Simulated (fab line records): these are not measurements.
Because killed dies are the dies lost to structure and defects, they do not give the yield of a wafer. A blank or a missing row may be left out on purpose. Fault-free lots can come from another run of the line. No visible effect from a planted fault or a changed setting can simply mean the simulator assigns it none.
One fault seen from 2 desks | flow gf180mcu | each desk holds nothing but its own numbers, with what lay behind them at the end

## AT THE TOOL OWNER'S DESK: implanter-01
For each lot that ran on this tool, the mean over its sampled wafers that have a number, from the tool's own readings at GF_PSD_IMPLANT_09. The brackets show how far a lot's mean lies from the usual mean; more than 4 standard deviations puts the lot out of limits, marked OUT.
Columns: A = beam_energy_keV at GF_PSD_IMPLANT_09, usual 40.000
lot  | first seen here | A
L580 | day 15 07:40    | 39.995
L582 | day 16 02:04    | 40.006
L583 | day 16 13:01    | 39.997
L585 | day 17 02:15    | 48.942 (+99 or more) OUT
L586 | day 17 07:50    | 48.939 (+99 or more) OUT
L597 | day 21 04:10    | 40.005
This desk's verdict: out of limits on L585, L586, starting with L585 at day 17 02:15 (beam_energy_keV at GF_PSD_IMPLANT_09). L580, L582, L583, L597 stayed within limits.

## METROLOGY DESK
Lot by lot, what the gauges showed, no matter which tool ran the lot: averages of those sampled wafers that carry a number. The brackets show how far a lot's mean lies from the usual mean; more than 4 standard deviations puts the lot out of limits, marked OUT.
Columns: A = cd_nm at GF_POLY_GATE_CD_MEAS_18, usual 280.1 nm; B = HV_LDD_01_OVL at GF_HV_LDD_OVL_MEAS_20, usual 0.4 nm; C = PSD_TW at GF_PSD_TW_MEAS_11, usual 3158; D = PSD_RS at GF_PSD_RS_MEAS_15, usual 108.48 ohm/sq
lot  | first seen here | A     | B    | C               | D
L580 | day 10 05:24    | 277.0 | 1.4  | 3125            | 108.59
L582 | day 10 18:59    | 281.9 | -0.8 | 3152            | 108.26
L583 | day 11 05:31    | 276.9 | 1.3  | 3246            | 108.14
L584 | day 11 11:07    | 279.9 | 0.3  | 3160            | 108.49
L585 | day 11 16:10    | 280.7 | 0.6  | 3394 (+6.2) OUT | 100.30 (-30) OUT
L586 | day 11 21:01    | 279.0 | 3.0  | 3354 (+5.2) OUT | 100.00 (-31) OUT
L595 | day 14 16:05    | 278.6 | 1.7  | 3123            | 108.29
L597 | day 15 03:59    | 280.5 | -0.8 | 3126            | 108.71
L598 | day 15 11:49    | 281.1 | 0.1  | 3110            | 108.45
L599 | day 16 07:14    | 282.1 | 2.0  | 3138            | 108.71
L600 | day 16 09:37    | 278.8 | 0.1  | 3192            | 108.37
This desk reports L585, L586 out of limits; the earliest was L585 at day 17 02:30 (PSD_TW at GF_PSD_TW_MEAS_11). L580, L582, L583, L584, L595, L597, L598, L599, L600 stayed within limits.

## TAKEN TOGETHER
On L585, L586, at day 17 02:15, an alarm was possible from the tool owner's desk.
On L585, L586, the metrology desk was in a position to raise an alarm at day 17 02:30.
The lots listed all ran GF_PSD_IMPLANT_09 on implanter-01.

## WHAT WAS PUT IN BY THE SIMULATOR
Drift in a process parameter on implanter-01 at GF_PSD_IMPLANT_09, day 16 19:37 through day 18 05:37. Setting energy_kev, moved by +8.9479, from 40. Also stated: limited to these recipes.
Struck lots among those shown: L585, L586.
Fault start to first reading out of limits, in hours, per desk: tool owner, 7; metrology, 7.
